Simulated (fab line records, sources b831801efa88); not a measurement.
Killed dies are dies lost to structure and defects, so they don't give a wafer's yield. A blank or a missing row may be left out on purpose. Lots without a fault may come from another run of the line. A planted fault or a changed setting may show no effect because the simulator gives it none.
fab line records | flow sfq_line
record lots=5 wafers=23
route steps=325 shown M2@95 I2@104 M3@119 I3@138 M4@155
start_h: hours from the record's first day to the start of the lot's first wafer shown | wait_h: hours since the lot's step before | " the same as in the row above | L1.1+2: a row that stands for several wafers | - no value, or no start given | * or withheld: withheld | < > ~ a bound
route shown NAME@n: a module of which the file shows steps, and the number in the route of the first | usual: mean/standard deviation of fault-free wafers | same: alike in all rows | chamber/n: place in a boat | sites: the reading at each site | _std_site: their standard deviation | _edge_site: outer sites' mean less inner sites' | radius_mm: how far each site lies from the wafer's centre | mask NAME#n: copy n | behind: the tool/chamber that last shaped the wafer | hold: why the lot was held/for how many hours/how that ended | device: the transistor (n, p or np) that didn't switch | end of line: the same wafers' tests at the end of the route | a step without rows: its recipe alone | killed: dies lost to structure and defects at the first sort, not the wafer's yield | map: a wafer's dies, x killed, . not, _ none there
set.NAME: the setting as run; set.NAME@STEP: as run at that earlier step | model.NAME: the simulator's own value behind a step, which no gauge read
lots whose settings were changed on purpose; a table a step, a row a wafer
## steps
# step SFQ_TRILAYER_M2_LITHO_EXPOSE_058
# recipe mask_id=M2 na=0.6 source_shape=conventional sigma_outer=0.65 target_cd_nm=500 dose_mj=14.4
# columns lot.wafer tool chamber start_h wait_h mask set.dose_mj
L074.1+2+3+4+5 krf_scanner-02 0 612.48 - M2#0 14.4
L077.1+5+6 krf_scanner-02 0 619.68 - M2#0 14.4
L077.3+4 " 0 " " M2#0 15.37
L078.1+2 krf_scanner-02 0 620.88 - M2#0 14.4
L078.3+5+6 " 0 " " M2#0 15.2
L080.2+5+6 krf_scanner-02 0 624.68 - M2#0 14.4
L083.1+2+3 krf_scanner-02 0 635.28 - M2#0 14.4
L083.5+6 " 0 " " M2#0 13.82
# step SFQ_TRILAYER_M2_LITHO_PEB_060
# recipe peb_temp_c=115 peb_time_s=59.16 resist=KrF
# step SFQ_TRILAYER_M2_LITHO_DEVELOP_059
# recipe time_s=60 resist=KrF
# step SFQ_TRILAYER_M2_BARC_OPEN_METAL_ETCH_077
# recipe mask_material=PR chemistry=O2 target_depth_nm=125 target=BARC icp_w=600 bias_w=80 pressure_mtorr=10 time_s=41.7
# columns lot.wafer tool chamber start_h wait_h set.dose_mj@TRILAYER_M2_LITHO_EXPOSE_058 model.M2.cd_nm
L074.1 rie_metal-01 1 614.01 0.0 14.4 503.3
L074.2 " 0 " " 14.4 499.8
L074.3 " 1 " " 14.4 503.7
L074.4 " 0 " " 14.4 500.3
L074.5 " 1 " " 14.4 503.5
L077.1 rie_metal-04 0 621.21 0.0 14.4 502
L077.3 " 1 " " 15.37 489.4
L077.4 " 0 " " 15.37 491.5
L077.5 " 0 " " 14.4 501.9
L077.6 " 1 " " 14.4 500.7
L078.1 rie_metal-01 0 622.41 0.0 14.4 501.2
L078.2 " 1 " " 14.4 503.4
L078.3 " 0 " " 15.2 491.2
L078.5 " 0 " " 15.2 492.3
L078.6 " 1 " " 15.2 494.6
L080.2 rie_metal-02 1 626.01 0.0 14.4 502.1
L080.5 " 1 " " 14.4 500.7
L080.6 " 0 " " 14.4 501.8
L083.1 rie_metal-02 0 636.81 0.0 14.4 501.5
L083.2 " 1 " " 14.4 503.1
L083.3 " 0 " " 14.4 501.7
L083.5 " 0 " " 13.82 509.4
L083.6 " 1 " " 13.82 508.7
# step SFQ_TRILAYER_M2_ETCH_METAL_ETCH_060
# recipe target=Nb stop_on=SiO2 mask_material=PR chemistry=Cl2/Ar target_depth_nm=240 icp_w=600 bias_w=80 pressure_mtorr=10 time_s=120
# columns lot.wafer tool chamber start_h wait_h set.dose_mj@TRILAYER_M2_LITHO_EXPOSE_058 model.M2.cd_nm
L074.1 rie_metal-01 1 614.07 0.0 14.4 501.5
L074.2 " 0 " " 14.4 501.6
L074.3 " 1 " " 14.4 500.8
L074.4 " 0 " " 14.4 502.3
L074.5 " 1 " " 14.4 501.3
L077.1 rie_metal-04 0 621.27 0.0 14.4 504.6
L077.3 " 1 " " 15.37 489.2
L077.4 " 0 " " 15.37 494.1
L077.5 " 0 " " 14.4 505
L077.6 " 1 " " 14.4 500.8
L078.1 rie_metal-01 0 622.47 0.0 14.4 503.3
L078.2 " 1 " " 14.4 499.3
L078.3 " 0 " " 15.2 493.1
L078.5 " 0 " " 15.2 494
L078.6 " 1 " " 15.2 492.5
L080.2 rie_metal-02 1 626.07 0.0 14.4 504.6
L080.5 " 1 " " 14.4 503.9
L080.6 " 0 " " 14.4 503.2
L083.1 rie_metal-02 0 636.87 0.0 14.4 502.7
L083.2 " 1 " " 14.4 504
L083.3 " 0 " " 14.4 503.6
L083.5 " 0 " " 13.82 510.2
L083.6 " 1 " " 13.82 509.4
# step SFQ_TRILAYER_I2_CMP_CMP_064
# recipe material=SiO2 down_force_psi=3 platen_rpm=60 pad_velocity_m_s=0.94248
# columns lot.wafer tool chamber start_h wait_h set.leave_above_ref_nm model.SiO2_of_TRILAYER_I2_DEP_PECVD_063.thk_nm
L074.1 cmp-01 1 622.59 7.6 200 199.8
L074.4 " 2 " " 194.6 193
L074.2 " 3 " " 194.6 193.3
L074.3 " 0 " " 200 200.7
L074.5 " 1 " " 194.6 194.4
L077.4 cmp-02 3 633.05 10.8 190.7 188.7
L077.3 " 1 634.05 11.8 190.7 191.1
L077.1 " 2 " " 190.7 191.9
L077.5 " 3 " " 200 198
L077.6 " 0 " " 200 198.3
L078.2 cmp-02 1 636.05 12.6 200 199.5
L078.3 " 2 " " 200 202.4
L078.1 " 0 637.55 14.1 200 198.3
L078.6 " 1 " " 200 199.8
L078.5 " 2 " " 200 200.9
L080.2 cmp-02 0 639.55 12.5 200 198.3
L080.6 " 3 641.05 14.0 200 199.3
L080.5 " 0 " " 200 198.4
L083.1 cmp-01 0 649.59 11.8 200 200.2
L083.3 " 1 " " 200 199.9
L083.2 " 2 " " 200 200.9
L083.5 " 0 651.59 13.7 200 201.3
L083.6 " 1 " " 200 199.6
# step SFQ_TRILAYER_I2_METRO_MEASURE_065
# usual thk_nm=200.1/1.3
# columns lot.wafer tool chamber start_h wait_h set.leave_above_ref_nm@TRILAYER_I2_CMP_CMP_064 thk_nm
L074.1 film_metro-04 - 625.71 0.1 200 199.8
L074.2 " - " " 194.6 193.4
L074.3 " - " " 200 200.8
L074.4 " - " " 194.6 193.2
L074.5 " - " " 194.6 194.4
L077.1 film_metro-01 - 636.17 0.1 190.7 191.8
L077.3 " - " " 190.7 191.0
L077.4 " - " " 190.7 188.7
L077.5 " - " " 200 197.9
L077.6 " - " " 200 198.4
L078.1 film_metro-04 - 639.17 0.1 200 198.3
L078.2 " - " " 200 199.4
L078.3 " - " " 200 202.4
L078.5 " - " " 200 200.9
L078.6 " - " " 200 199.7
L080.2 film_metro-04 - 642.37 0.3 200 198.3
L080.5 " - " " 200 198.4
L080.6 " - " " 200 199.2
L083.1 film_metro-01 - 652.71 0.1 200 200.4
L083.2 " - " " 200 200.9
L083.3 " - " " 200 199.7
L083.5 " - " " 200 201.4
L083.6 " - " " 200 199.8
# step SFQ_TRILAYER_I2_VIA_LITHO_PEB_070
# recipe peb_temp_c=115 peb_time_s=60 resist=KrF
# columns lot.wafer tool chamber start_h wait_h set.peb_temp_c
L074.1+2 litho_track-02 0 767.40 1.0 115
L074.3+4+5 " 0 " " 117.7
L077.1+3 litho_track-02 0 778.44 1.0 116
L077.4+5+6 " 0 " " 115
L078.1+2+6 litho_track-04 0 779.64 1.0 117.1
L078.3+5 " 0 " " 115
L080.2+5+6 litho_track-04 0 783.26 0.8 115
L083.1+6 litho_track-01 0 792.84 1.0 115
L083.2+3+5 " 0 " " 111.4
# step SFQ_TRILAYER_I2_VIA_LITHO_DEVELOP_069
# recipe time_s=60 resist=KrF
# step SFQ_TRILAYER_I2_VIA_BARC_OPEN_VIA_ETCH_096
# recipe mask_material=PR chemistry=O2 target_depth_nm=125 target=BARC source_w=518.3 bias_w=80 pressure_mtorr=30 time_s=41.7
# columns lot.wafer tool chamber start_h wait_h set.peb_temp_c@TRILAYER_I2_VIA_LITHO_PEB_070 model.I2.cd_nm
L074.1 rie_diel-03 2 767.74 0.0 115 501.4
L074.2 " 0 " " 115 500
L074.3 " 1 " " 117.7 545.8
L074.4 " 3 " " 117.7 543.7
L074.5 " 0 " " 117.7 545.1
L077.1 rie_diel-03 3 778.78 0.0 116 517
L077.3 " 2 " " 116 517.8
L077.4 " 1 " " 115 502.5
L077.5 " 2 " " 115 500.5
L077.6 " 3 " " 115 499.6
L078.1 rie_diel-04 2 779.98 0.0 117.1 533.2
L078.2 " 1 " " 117.1 531.8
L078.3 " 3 " " 115 497.8
L078.5 " 0 " " 115 496.6
L078.6 " 3 " " 117.1 532.6
L080.2 rie_diel-04 1 783.58 0.0 115 498.6
L080.5 " 3 " " 115 501
L080.6 " 0 " " 115 499.7
L083.1 rie_diel-02 0 793.18 0.0 115 501.5
L083.2 " 3 " " 111.4 425.1
L083.3 " 1 " " 111.4 425
L083.5 " 2 " " 111.4 426.3
L083.6 " 1 " " 115 501
# step SFQ_TRILAYER_I2_VIA_ETCH_VIA_ETCH_070
# recipe target=SiO2 stop_on=Nb mask_material=PR taper_deg=20 chemistry=CHF3 target_depth_nm=260 source_w=500 bias_w=80 pressure_mtorr=30 time_s=withheld
# columns lot.wafer tool chamber start_h wait_h set.source_w set.leave_above_ref_nm@TRILAYER_I2_CMP_CMP_064 model.I2.feature_depth_nm
L074.1 rie_diel-03 2 767.78 0.0 484.1 200 199.7
L074.2 " 0 " " 500 194.6 193.3
L074.3 " 1 " " 500 200 200.7
L074.4 " 3 " " 484.1 194.6 193
L074.5 " 0 " " 500 194.6 194.3
L077.1 rie_diel-03 3 778.82 0.0 500 190.7 191.9
L077.3 " 2 " " 500 190.7 191.1
L077.4 " 1 " " 500 190.7 188.7
L077.5 " 2 " " 500 200 198
L077.6 " 3 " " 500 200 198.3
L078.1 rie_diel-04 2 780.02 0.0 530.4 200 198.7
L078.2 " 1 " " 500 200 199.5
L078.3 " 3 " " 500 200 202.4
L078.5 " 0 " " 500 200 200.8
L078.6 " 3 " " 530.4 200 200.3
L080.2+5 rie_diel-04 1,3 783.62 0.0 500 200 198.3
L080.6 " 0 " " 500 200 199.3
L083.1 rie_diel-02 0 793.22 0.0 500 200 200.2
L083.2 " 3 " " 500 200 200.9
L083.3 " 1 " " 500 200 199.9
L083.5 " 2 " " 500 200 201.3
L083.6 " 1 " " 500 200 199.6
# step SFQ_TRILAYER_M3_DEP_SPUTTER_073
# recipe material=Nb base_pressure_pa=1.33e-06 chamber_pressure_pa=0.1333 substrate_temp_c=20 resputter_cathode_voltage_v=400 target_thk_nm=200 power_w=2000 time_s=133.3
# columns lot.wafer tool chamber start_h wait_h set.power_w model.Nb_of_TRILAYER_M3_DEP_SPUTTER_073.thk_nm
L074.1 pvd_sputter-03 - 768.70 0.0 2092 215.1
L074.2 " - " " 2000 200.4
L074.3 " - " " 2092 213.5
L074.4 " - " " 2000 198
L074.5 " - " " 2092 209.4
L077.1+4+6 pvd_sputter-06 - 779.73 0.0 2000 200.5
L077.3 " - " " 1777 182.8
L077.5 " - " " 1777 175.3
L078.1 pvd_sputter-03 - 780.93 0.0 2000 202.5
L078.2 " - " " 2062 204.4
L078.3 " - " " 2000 196.2
L078.5 " - " " 2000 200.5
L078.6 " - " " 2062 202.3
L080.2 pvd_sputter-04 - 784.53 0.0 2000 194.5
L080.5 " - " " 2000 196.9
L080.6 " - " " 2000 197.7
L083.1 pvd_sputter-03 - 794.13 0.0 2061 207.8
L083.2 " - " " 2000 199.5
L083.3 " - " " 2000 204.6
L083.5 " - " " 2061 209.7
L083.6 " - " " 2000 197.5
# step SFQ_M3_RS_MEAS_919
# recipe thk_meas_gauge=four-point-probe reads=Nb_of_TRILAYER_M3_DEP_SPUTTER_073
# usual M3_NB_RS=0.888/0.013
# columns lot.wafer tool chamber start_h wait_h set.power_w@TRILAYER_M3_DEP_SPUTTER_073 M3_NB_RS[ohm/sq]
L074.1 film_metro-01 - 768.79 0.0 2092 0.829
L074.2 " - " " 2000 0.889
L074.3 " - " " 2092 0.834
L074.4 " - " " 2000 0.902
L074.5 " - " " 2092 0.852
L077.1 film_metro-04 - 779.82 0.0 2000 0.887
L077.3 " - " " 1777 0.975
L077.4 " - " " 2000 0.888
L077.5 " - " " 1777 1.015
L077.6 " - " " 2000 0.887
L078.1 film_metro-01 - 781.02 0.0 2000 0.881
L078.2 " - " " 2062 0.873
L078.3 " - " " 2000 0.910
L078.5 " - " " 2000 0.888
L078.6 " - " " 2062 0.883
L080.2 film_metro-02 - 784.64 0.1 2000 0.917
L080.5 " - " " 2000 0.904
L080.6 " - " " 2000 0.901
L083.1 film_metro-01 - 794.22 0.0 2061 0.857
L083.2 " - " " 2000 0.894
L083.3 " - " " 2000 0.872
L083.5 " - " " 2061 0.850
L083.6 " - " " 2000 0.906
# step SFQ_TRILAYER_M3_BARC_OPEN_METAL_ETCH_100
# recipe mask_material=PR chemistry=O2 target_depth_nm=125 target=BARC icp_w=600 bias_w=80 pressure_mtorr=10 time_s=41.7
# columns lot.wafer tool chamber start_h wait_h set.icp_w
L074.1+2+3 rie_metal-02 1,0,0 909.70 0.0 600
L074.4+5 " 1 " " 534.2
L077.1+4+5 rie_metal-01 1 920.41 0.0 633.6
L077.3+6 " 0 " " 600
L078.1+2+3+5+6 rie_metal-01 0,1,1,1,0 922.81 0.0 600
L080.2+5+6 rie_metal-03 0,1,0 931.25 0.0 600
L083.1+2+3+5+6 rie_metal-03 1,0,0,0,1 941.50 0.0 600
# step SFQ_TRILAYER_M3_ETCH_METAL_ETCH_078
# recipe target=Nb stop_on=SiO2 mask_material=PR chemistry=Cl2/Ar target_depth_nm=240 icp_w=600 bias_w=77.47 pressure_mtorr=10 time_s=120
# usual oes_product_au=0.896/0.0084
# columns lot.wafer tool chamber start_h wait_h set.power_w@TRILAYER_M3_DEP_SPUTTER_073 oes_product_au model.M3.feature_depth_nm
L074.1 rie_metal-02 1 909.76 0.0 2092 0.924 215.1
L074.2 " 0 " " 2000 0.892 200.4
L074.3 " 0 " " 2092 0.929 213.5
L074.4 " 1 " " 2000 0.885 198
L074.5 " 1 " " 2092 0.917 209.4
L077.1 rie_metal-01 1 920.47 0.0 2000 0.905 200.5
L077.3 " 0 " " 1777 0.839 -
L077.4 " 1 " " 2000 0.900 200.5
L077.5 " 1 " " 1777 0.817 -
L077.6 " 0 " " 2000 0.900 200.5
L078.1 rie_metal-01 0 922.87 0.0 2000 0.902 202.5
L078.2 " 1 " " 2062 0.898 204.4
L078.3 " 1 " " 2000 0.884 196.2
L078.5 " 1 " " 2000 0.897 200.5
L078.6 " 0 " " 2062 0.902 202.3
L080.2 rie_metal-03 0 931.31 0.0 2000 0.883 194.5
L080.5 " 1 " " 2000 0.884 196.9
L080.6 " 0 " " 2000 0.887 197.7
L083.1 rie_metal-03 1 941.56 0.0 2061 0.916 207.8
L083.2 " 0 " " 2000 0.895 199.5
L083.3 " 0 " " 2000 0.914 204.6
L083.5 " 0 " " 2061 0.926 209.7
L083.6 " 1 " " 2000 0.883 197.5
# step SFQ_TRILAYER_I3_VIA_LITHO_COAT_085
# recipe resist=KrF spin_rpm=3000 resist_thk_nm=650
# columns lot.wafer tool chamber start_h wait_h set.spin_rpm model.KrF_of_TRILAYER_I3_VIA_LITHO_COAT_085.thk_nm
L074.1 litho_track-03 0 915.36 0.2 2791 671
L074.2 " 0 " " 2791 672.9
L074.3 " 0 " " 3000 647.1
L074.4 " 0 " " 3000 648.5
L074.5 " 0 " " 3000 648.8
L077.1 litho_track-03 0 928.90 0.2 3000 647.1
L077.3 " 0 " " 3000 645.8
L077.4 " 0 " " 3164 632.4
L077.5 " 0 " " 3164 630
L077.6 " 0 " " 3000 647.7
L078.1+5 litho_track-03 0 929.86 0.2 3125 638
L078.2 " 0 " " 3000 652
L078.3 " 0 " " 3000 650.5
L078.6 " 0 " " 3125 636.1
L080.2 litho_track-02 0 938.91 0.2 3000 649.1
L080.5 " 0 " " 3000 650.4
L080.6 " 0 " " 3000 649.5
L083.1 litho_track-02 0 948.96 0.2 3000 654.8
L083.2 " 0 " " 2909 665.6
L083.3 " 0 " " 3000 654
L083.5 " 0 " " 2909 664.4
L083.6 " 0 " " 3000 654.5
# step SFQ_TRILAYER_I3_VIA_BARC_OPEN_VIA_ETCH_121
# recipe mask_material=PR chemistry=O2 target_depth_nm=125 target=BARC source_w=500 bias_w=80 pressure_mtorr=30 time_s=41.7
# columns lot.wafer tool chamber start_h wait_h set.source_w
L074.1+3+4 rie_diel-03 0,1,3 1064.23 0.0 500
L074.2+5 " 2,0 " " 441.2
L077.1+3+5 rie_diel-01 1,2,0 1073.60 0.0 500
L077.4+6 " 3,1 " " 536.3
L078.1+3+6 rie_diel-02 1,3,1 1074.80 0.0 500
L078.2+5 " 0 " " 554.6
L080.2+5+6 rie_diel-03 3,2,1 1080.80 0.0 500
L083.1+3 rie_diel-02 3,0 1090.40 0.0 460.6
L083.2+5+6 " 2,3,2 " " 500
# step SFQ_TRILAYER_I3_VIA_ETCH_VIA_ETCH_088
# recipe target=SiO2 stop_on=Nb mask_material=PR taper_deg=20 chemistry=CHF3 target_depth_nm=260 source_w=500 bias_w=80 pressure_mtorr=30 time_s=withheld
# columns lot.wafer tool chamber start_h wait_h set.spin_rpm@TRILAYER_I3_VIA_LITHO_COAT_085 model.KrF_of_TRILAYER_I3_VIA_LITHO_COAT_085.thk_nm
L074.1 rie_diel-03 0 1064.27 0.0 2791 552
L074.2 " 2 " " 2791 556.4
L074.3 " 1 " " 3000 524.6
L074.4 " 3 " " 3000 525.4
L074.5 " 0 " " 3000 534.6
L077.1 rie_diel-01 1 1073.64 0.0 3000 523.2
L077.3 " 2 " " 3000 524.1
L077.4 " 3 " " 3164 507.1
L077.5 " 0 " " 3164 507.4
L077.6 " 1 " " 3000 520.1
L078.1 rie_diel-02 1 1074.84 0.0 3125 520.5
L078.2 " 0 " " 3000 527
L078.3 " 3 " " 3000 526.7
L078.5 " 0 " " 3125 513.2
L078.6 " 1 " " 3125 518.2
L080.2 rie_diel-03 3 1080.84 0.0 3000 525.3
L080.5 " 2 " " 3000 528
L080.6 " 1 " " 3000 527
L083.1 rie_diel-02 3 1090.44 0.0 3000 536.2
L083.2 " 2 " " 2909 545.9
L083.3 " 0 " " 3000 537.2
L083.5 " 3 " " 2909 541.8
L083.6 " 2 " " 3000 535.1
# step SFQ_TRILAYER_M4_LITHO_EXPOSE_094
# recipe mask_id=M4 na=0.6 source_shape=conventional sigma_outer=0.65 target_cd_nm=500 dose_mj=14.4
# columns lot.wafer tool chamber start_h wait_h mask set.dose_mj
L074.1+3+5 krf_scanner-02 0 1179.69 - M4#0 14.4
L074.2+4 " 0 " " M4#0 15.36
L077.1+6 krf_scanner-01 0 1191.82 - M4#0 14.4
L077.3+4+5 " 0 " " M4#0 14.78
L078.1+2+3+5+6 krf_scanner-01 0 1195.42 - M4#0 14.4
L080.2+5+6 krf_scanner-01 0 1206.42 - M4#0 14.4
L083.1+2+3+5+6 krf_scanner-01 0 1223.02 - M4#0 14.4
# step SFQ_TRILAYER_M4_LITHO_PEB_096
# recipe peb_temp_c=115.6 peb_time_s=60 resist=KrF
# step SFQ_TRILAYER_M4_LITHO_DEVELOP_095
# recipe time_s=60 resist=KrF
# step SFQ_TRILAYER_M4_BARC_OPEN_METAL_ETCH_123
# recipe mask_material=PR chemistry=O2 target_depth_nm=125 target=BARC icp_w=600 bias_w=80 pressure_mtorr=10 time_s=41.7
# columns lot.wafer tool chamber start_h wait_h set.dose_mj@TRILAYER_M4_LITHO_EXPOSE_094 model.M4.cd_nm
L074.1 rie_metal-04 0 1181.23 0.0 14.4 490.9
L074.2 " 1 " " 15.36 479.2
L074.3 " 1 " " 14.4 490.4
L074.4 " 0 " " 15.36 479
L074.5 " 0 " " 14.4 491.3
L077.1 rie_metal-01 0 1193.36 0.0 14.4 489.5
L077.3 " 1 " " 14.78 485.7
L077.4 " 0 " " 14.78 486.8
L077.5 " 1 " " 14.78 485.5
L077.6 " 0 " " 14.4 489.6
L078.1 rie_metal-04 1 1196.96 0.0 14.4 492.8
L078.2 " 0 " " 14.4 490.8
L078.3 " 1 " " 14.4 491
L078.5 " 0 " " 14.4 491.5
L078.6 " 1 " " 14.4 491.1
L080.2 rie_metal-02 1 1207.76 0.0 14.4 490.2
L080.5 " 0 " " 14.4 490.8
L080.6 " 1 " " 14.4 490.5
L083.1 rie_metal-04 0 1224.56 0.0 14.4 490.4
L083.2 " 1 " " 14.4 490.6
L083.3 " 0 " " 14.4 489.5
L083.5 " 1 " " 14.4 490.2
L083.6 " 0 " " 14.4 488.6
## key
split step=SFQ_TRILAYER_M2_LITHO_EXPOSE_058 setting=dose_mj stated=14.4 by=wafer
response step=SFQ_TRILAYER_M2_BARC_OPEN_METAL_ETCH_077 reading=model.M2.cd_nm change=-1.69 per=1% r=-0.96
response step=SFQ_TRILAYER_M2_ETCH_METAL_ETCH_060 reading=model.M2.cd_nm change=-1.63 per=1% r=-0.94
split step=SFQ_TRILAYER_I2_CMP_CMP_064 setting=leave_above_ref_nm stated=200 by=wafer
response step=SFQ_TRILAYER_I2_CMP_CMP_064 reading=model.SiO2_of_TRILAYER_I2_DEP_PECVD_063.thk_nm change=+1.84 per=1% r=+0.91
response step=SFQ_TRILAYER_I2_METRO_MEASURE_065 reading=thk_nm change=+1.84 per=1% r=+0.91
response step=SFQ_TRILAYER_I2_VIA_ETCH_VIA_ETCH_070 reading=model.I2.feature_depth_nm change=+1.84 per=1% r=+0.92
split step=SFQ_TRILAYER_I2_VIA_LITHO_PEB_070 setting=peb_temp_c stated=115 by=wafer
response step=SFQ_TRILAYER_I2_VIA_BARC_OPEN_VIA_ETCH_096 reading=model.I2.cd_nm change=+21.6 per=1% r=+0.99
split step=SFQ_TRILAYER_I2_VIA_ETCH_VIA_ETCH_070 setting=source_w stated=500 by=wafer
response none clear
split step=SFQ_TRILAYER_M3_DEP_SPUTTER_073 setting=power_w stated=2000 by=wafer
response step=SFQ_TRILAYER_M3_DEP_SPUTTER_073 reading=model.Nb_of_TRILAYER_M3_DEP_SPUTTER_073.thk_nm change=+2.05 per=1% r=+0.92
response step=SFQ_M3_RS_MEAS_919 reading=M3_NB_RS change=-0.00985 per=1% r=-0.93
response step=SFQ_TRILAYER_M3_ETCH_METAL_ETCH_078 reading=oes_product_au change=+0.00649 per=1% r=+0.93
response step=SFQ_TRILAYER_M3_ETCH_METAL_ETCH_078 reading=model.M3.feature_depth_nm change=+2.45 per=1% r=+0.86
split step=SFQ_TRILAYER_M3_BARC_OPEN_METAL_ETCH_100 setting=icp_w stated=600 by=wafer
response none clear
split step=SFQ_TRILAYER_I3_VIA_LITHO_COAT_085 setting=spin_rpm stated=3000 by=wafer
response step=SFQ_TRILAYER_I3_VIA_LITHO_COAT_085 reading=model.KrF_of_TRILAYER_I3_VIA_LITHO_COAT_085.thk_nm change=-3.25 per=1% r=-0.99
response step=SFQ_TRILAYER_I3_VIA_ETCH_VIA_ETCH_088 reading=model.KrF_of_TRILAYER_I3_VIA_LITHO_COAT_085.thk_nm change=-3.12 per=1% r=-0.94
split step=SFQ_TRILAYER_I3_VIA_BARC_OPEN_VIA_ETCH_121 setting=source_w stated=500 by=wafer
response none clear
split step=SFQ_TRILAYER_M4_LITHO_EXPOSE_094 setting=dose_mj stated=14.4 by=wafer
response step=SFQ_TRILAYER_M4_BARC_OPEN_METAL_ETCH_123 reading=model.M4.cd_nm change=-1.71 per=1% r=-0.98
